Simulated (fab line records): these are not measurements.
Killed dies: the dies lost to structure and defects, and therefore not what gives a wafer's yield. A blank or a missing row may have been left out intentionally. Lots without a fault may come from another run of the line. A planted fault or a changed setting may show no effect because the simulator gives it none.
Check for tools in common :: flow gf180mcu :: 36 wafers sampled across 12 lots

## REASON FOR OPENING
At GF_M5_CD_MEAS_07 the reading cdNm is flagged on 2 of 12 lots. No-fault wafers: 279.9 nm, standard deviation 1.2.
Rule: a lot is flagged in two cases, either no wafer of it has a number, or all its wafers with numbers fall more than 4 standard deviations from that mean. The rest of the lots are taken to be sound.

lot: L448
measured: day 26 22:50
on: cdSem-02
cdNm (nm), wafer by wafer: 280.5 281.7 281.6
flag: 

lot: L449
measured: day 27 01:07
on: cdSem-02
cdNm (nm), wafer by wafer: 278.9 279.4 280.1
flag: 

lot: L450
measured: day 27 05:04
on: cdSem-02
cdNm (nm), wafer by wafer: 279.4 278.9 279.1
flag: 

lot: L451
measured: day 27 22:55
on: cdSem-02
cdNm (nm), wafer by wafer: 280.2 279.8 280.4
flag: 

lot: L452
measured: day 28 15:25
on: cdSem-01
cdNm (nm), wafer by wafer: 281.4 283.0 281.9
flag: 

lot: L453
measured: day 28 19:43
on: cdSem-02
cdNm (nm), wafer by wafer: 279.4 280.2 279.2
flag: 

lot: L455
measured: day 29 07:57
on: cdSem-01
cdNm (nm), wafer by wafer: 279.6 279.3 278.1
flag: 

lot: L463
measured: day 31 11:34
on: cdSem-01
cdNm (nm), wafer by wafer: 269.6 272.1 271.3
flag: FLAGGED

lot: L464
measured: day 32 00:45
on: cdSem-02
cdNm (nm), wafer by wafer: 274.0 274.9 273.4
flag: FLAGGED

lot: L465
measured: day 32 04:16
on: cdSem-01
cdNm (nm), wafer by wafer: 279.5 278.9 278.6
flag: 

lot: L469
measured: day 33 00:14
on: cdSem-02
cdNm (nm), wafer by wafer: 281.5 281.2 281.3
flag: 

lot: L470
measured: day 33 13:20
on: cdSem-02
cdNm (nm), wafer by wafer: 279.6 280.2 279.5
flag: 
On average the flagged lots' numbers are 272.6 nm, which is -7.3 nm against the usual, or -6 standard deviations.

## EACH LOT AND THE TOOL IT RAN ON
3 process steps preceding the reading are held in the record, out of 602 steps in the route. Every cell lists first the tool, next ch and the chambers used by the sampled wafers, and last the start.
lot: L448
flag: 
GF_MIM_SPUTTER_01: pvdSputter-04, day 25 04:19
GF_MIM_SPUTTER_03: pvdSputter-04, day 25 04:23
GF_M5_PEB_05: lithoTrack-03 ch 0, day 26 22:29

lot: L449
flag: 
GF_MIM_SPUTTER_01: pvdSputter-04, day 25 06:07
GF_MIM_SPUTTER_03: pvdSputter-04, day 25 06:11
GF_M5_PEB_05: lithoTrack-03 ch 0, day 27 00:47

lot: L450
flag: 
GF_MIM_SPUTTER_01: pvdSputter-02, day 25 09:10
GF_MIM_SPUTTER_03: pvdSputter-02, day 25 09:13
GF_M5_PEB_05: lithoTrack-04 ch 0, day 27 04:43

lot: L451
flag: 
GF_MIM_SPUTTER_01: pvdSputter-02, day 26 04:00
GF_MIM_SPUTTER_03: pvdSputter-02, day 26 04:04
GF_M5_PEB_05: lithoTrack-04 ch 0, day 27 22:34

lot: L452
flag: 
GF_MIM_SPUTTER_01: pvdSputter-04, day 27 00:17
GF_MIM_SPUTTER_03: pvdSputter-04, day 27 00:21
GF_M5_PEB_05: lithoTrack-04 ch 0, day 28 15:04

lot: L453
flag: 
GF_MIM_SPUTTER_01: pvdSputter-01, day 27 02:25
GF_MIM_SPUTTER_03: pvdSputter-01, day 27 02:29
GF_M5_PEB_05: lithoTrack-04 ch 0, day 28 19:22

lot: L455
flag: 
GF_MIM_SPUTTER_01: pvdSputter-04, day 27 16:08
GF_MIM_SPUTTER_03: pvdSputter-04, day 27 16:12
GF_M5_PEB_05: lithoTrack-02 ch 0, day 29 07:37

lot: L463
flag: FLAGGED
GF_MIM_SPUTTER_01: pvdSputter-01, day 29 22:08
GF_MIM_SPUTTER_03: pvdSputter-01, day 29 22:12
GF_M5_PEB_05: lithoTrack-04 ch 0, day 31 11:13

lot: L464
flag: FLAGGED
GF_MIM_SPUTTER_01: pvdSputter-01, day 30 13:17
GF_MIM_SPUTTER_03: pvdSputter-01, day 30 13:21
GF_M5_PEB_05: lithoTrack-04 ch 0, day 32 00:25

lot: L465
flag: 
GF_MIM_SPUTTER_01: pvdSputter-01, day 30 15:05
GF_MIM_SPUTTER_03: pvdSputter-01, day 30 15:09
GF_M5_PEB_05: lithoTrack-03 ch 0, day 32 03:55

lot: L469
flag: 
GF_MIM_SPUTTER_01: pvdSputter-04, day 31 12:53
GF_MIM_SPUTTER_03: pvdSputter-04, day 31 12:56
GF_M5_PEB_05: lithoTrack-03 ch 0, day 32 23:52

lot: L470
flag: 
GF_MIM_SPUTTER_01: pvdSputter-04, day 32 04:10
GF_MIM_SPUTTER_03: pvdSputter-04, day 32 04:13
GF_M5_PEB_05: lithoTrack-03 ch 0, day 33 12:59
These steps, and what they do:
- GF_MIM_SPUTTER_01: material TiN, target thk 30 nm, time 25 s.
- GF_MIM_SPUTTER_03: material Ti, target thk 10 nm, time 6.7 s.
- GF_M5_PEB_05: peb time 86.86 s.
- GF_M5_CD_MEAS_07: target cd 280 nm.

## FLAGGED OVER TOTAL, TOOL BY TOOL (the gauges that took the reading come last)
step: GF_MIM_SPUTTER_01
tool: pvdSputter-01
lots run: 4
flagged: 2
share of the flagged lots: all
sound lots run after its first flagged lot: 1 (L465)

step: GF_MIM_SPUTTER_01
tool: pvdSputter-02
lots run: 2
flagged: 0
share of the flagged lots: none
sound lots run after its first flagged lot: -

step: GF_MIM_SPUTTER_01
tool: pvdSputter-04
lots run: 6
flagged: 0
share of the flagged lots: none
sound lots run after its first flagged lot: -

step: GF_MIM_SPUTTER_03
tool: pvdSputter-01
lots run: 4
flagged: 2
share of the flagged lots: all
sound lots run after its first flagged lot: 1 (L465)

step: GF_MIM_SPUTTER_03
tool: pvdSputter-02
lots run: 2
flagged: 0
share of the flagged lots: none
sound lots run after its first flagged lot: -

step: GF_MIM_SPUTTER_03
tool: pvdSputter-04
lots run: 6
flagged: 0
share of the flagged lots: none
sound lots run after its first flagged lot: -

step: GF_M5_PEB_05
tool: lithoTrack-02
lots run: 1
flagged: 0
share of the flagged lots: none
sound lots run after its first flagged lot: -

step: GF_M5_PEB_05
tool: lithoTrack-03
lots run: 5
flagged: 0
share of the flagged lots: none
sound lots run after its first flagged lot: -

step: GF_M5_PEB_05
tool: lithoTrack-04
lots run: 6
flagged: 2
share of the flagged lots: all
sound lots run after its first flagged lot: 0

step: GF_M5_CD_MEAS_07
tool: cdSem-01
lots run: 4
flagged: 1
share of the flagged lots: some
sound lots run after its first flagged lot: 1 (L465)

step: GF_M5_CD_MEAS_07
tool: cdSem-02
lots run: 8
flagged: 1
share of the flagged lots: some
sound lots run after its first flagged lot: 2 (L469,L470)

## WHAT THE TABLE PERMITS
In the table, 3 rows ran each flagged lot (pvdSputter-01 at GF_MIM_SPUTTER_01; pvdSputter-01 at GF_MIM_SPUTTER_03; lithoTrack-04 at GF_M5_PEB_05).
- pvdSputter-01 at GF_MIM_SPUTTER_01: 2 of its 4 lots flagged. Lots that were sound ran on it after the first flagged one (L465); a persistent fault on the entire tool would not allow that.
- pvdSputter-01 at GF_MIM_SPUTTER_03: 2 of its 4 lots flagged. Lots that were sound ran on it after the first flagged one (L465); a persistent fault on the entire tool would not allow that.
- lithoTrack-04 at GF_M5_PEB_05: 2 of its 6 lots flagged. A fault beginning between L453 (day 28 19:22), its last sound lot, and L463 (day 31 11:13), its first flagged one, fits the data. Its own readings (heaterPowerTotalW, plateTempC) fall more than 4 standard deviations out on all wafers of the flagged lots.
Left over: one tool, lithoTrack-04 at GF_M5_PEB_05.

## WHAT WAS PUT IN BY THE SIMULATOR
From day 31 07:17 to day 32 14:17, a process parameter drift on lithoTrack-04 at GF_M5_PEB_05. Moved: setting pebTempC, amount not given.
Shown lots that were struck: L463, L464. This agrees with what the rule above found.
